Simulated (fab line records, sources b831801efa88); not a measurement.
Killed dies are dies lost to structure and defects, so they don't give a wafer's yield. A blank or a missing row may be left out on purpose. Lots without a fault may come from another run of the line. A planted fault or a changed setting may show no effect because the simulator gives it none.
Tool commonality check | flow gf180mcu | 14 lots, 42 wafers sampled

WHY IT WAS OPENED
At GF_VT_IMPLANT_TW_MEAS_21 the reading VT_IMPLANT_2_TW is flagged on 2 of 14 lots. Wafers without a fault read 1212, standard deviation 11.
Rule: a lot is flagged when every wafer of it that has a number lies more than 4 standard deviations from that mean, or none has a number. The other lots count as sound.

lot  | measured     | on            | VT_IMPLANT_2_TW, wafer by wafer | flag
L991 | day 6 07:59  | film_metro-02 | 1216 1220 1217                  |
L992 | day 6 12:10  | film_metro-04 | 1199 1194 1199                  |
L993 | day 6 19:01  | film_metro-02 | 1223 1207 1220                  |
L994 | day 7 00:55  | film_metro-04 | 1193 1202 1204                  |
L995 | day 7 06:32  | film_metro-04 | 1206 1197 1193                  |
L996 | day 7 12:47  | film_metro-04 | 1196 1198 1193                  |
L997 | day 7 21:14  | film_metro-03 | 1215 1228 1224                  |
L100 | day 8 14:13  | film_metro-02 | 1220 1218 1222                  |
L106 | day 10 06:47 | film_metro-02 | 582 580 586                     | FLAGGED
L108 | day 10 17:25 | film_metro-03 | 579 581 577                     | FLAGGED
L109 | day 11 01:22 | film_metro-03 | 1220 1215 1217                  |
L111 | day 11 12:28 | film_metro-03 | 1219 1218 1215                  |
L113 | day 12 00:31 | film_metro-04 | 1204 1204 1213                  |
L114 | day 12 08:49 | film_metro-02 | 1213 1216 1219                  |
The numbers of the flagged lots are 581 on average: -631 against the usual, or -57 standard deviations.

WHICH TOOL RAN EACH LOT
The record holds 1 process step before the reading, out of a route of 602 steps. In each cell: the tool, then ch and the chambers that the sampled wafers went through, then the start.
lot  | flag    | GF_VT_IMPLANT_IMPLANT_19
L991 |         | implanter-04 ch 0, day 6 07:43
L992 |         | implanter-04 ch 0, day 6 11:55
L993 |         | implanter-04 ch 0, day 6 18:46
L994 |         | implanter-01 ch 0, day 7 00:40
L995 |         | implanter-01 ch 0, day 7 06:19
L996 |         | implanter-01 ch 0, day 7 12:34
L997 |         | implanter-04 ch 0, day 7 21:01
L100 |         | implanter-04 ch 0, day 8 13:58
L106 | FLAGGED | implanter-04 ch 0, day 10 06:34
L108 | FLAGGED | implanter-04 ch 0, day 10 17:11
L109 |         | implanter-01 ch 0, day 11 01:07
L111 |         | implanter-01 ch 0, day 11 12:13
L113 |         | implanter-03 ch 0, day 12 00:16
L114 |         | implanter-01 ch 0, day 12 08:34
What these steps do:
- GF_VT_IMPLANT_IMPLANT_19
- GF_VT_IMPLANT_TW_MEAS_21

FLAGGED OVER TOTAL, TOOL BY TOOL (the gauges that took the reading come last)
step                     | tool          | lots run | flagged | share of the flagged lots | sound lots run after its first flagged lot
GF_VT_IMPLANT_IMPLANT_19 | implanter-01  | 6        | 0       | none                      | -
GF_VT_IMPLANT_IMPLANT_19 | implanter-03  | 1        | 0       | none                      | -
GF_VT_IMPLANT_IMPLANT_19 | implanter-04  | 7        | 2       | all                       | 0
GF_VT_IMPLANT_TW_MEAS_21 | film_metro-02 | 5        | 1       | some                      | 1 (L114)
GF_VT_IMPLANT_TW_MEAS_21 | film_metro-03 | 4        | 1       | some                      | 2 (L109,L111)
GF_VT_IMPLANT_TW_MEAS_21 | film_metro-04 | 5        | 0       | none                      | -

WHAT THE TABLE ALLOWS
1 row of the table ran every flagged lot: implanter-04 at GF_VT_IMPLANT_IMPLANT_19.
- implanter-04 at GF_VT_IMPLANT_IMPLANT_19: 2 of its 7 lots flagged. Its last sound lot is L100 (day 8 13:58), its first flagged lot L106 (day 10 06:34): a fault that began between those two fits. Its own readings lie more than 4 standard deviations out on every wafer of the flagged lots: dose_ions_cm2, faraday_current_uA.
One tool is left: implanter-04 at GF_VT_IMPLANT_IMPLANT_19.

WHAT THE SIMULATOR HAD PUT IN
Process parameter drift: implanter-04, from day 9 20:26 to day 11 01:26, at GF_VT_IMPLANT_IMPLANT_19. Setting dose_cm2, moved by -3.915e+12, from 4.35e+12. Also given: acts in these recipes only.
Lots struck among those shown: L106, L108. The rule above found the same.
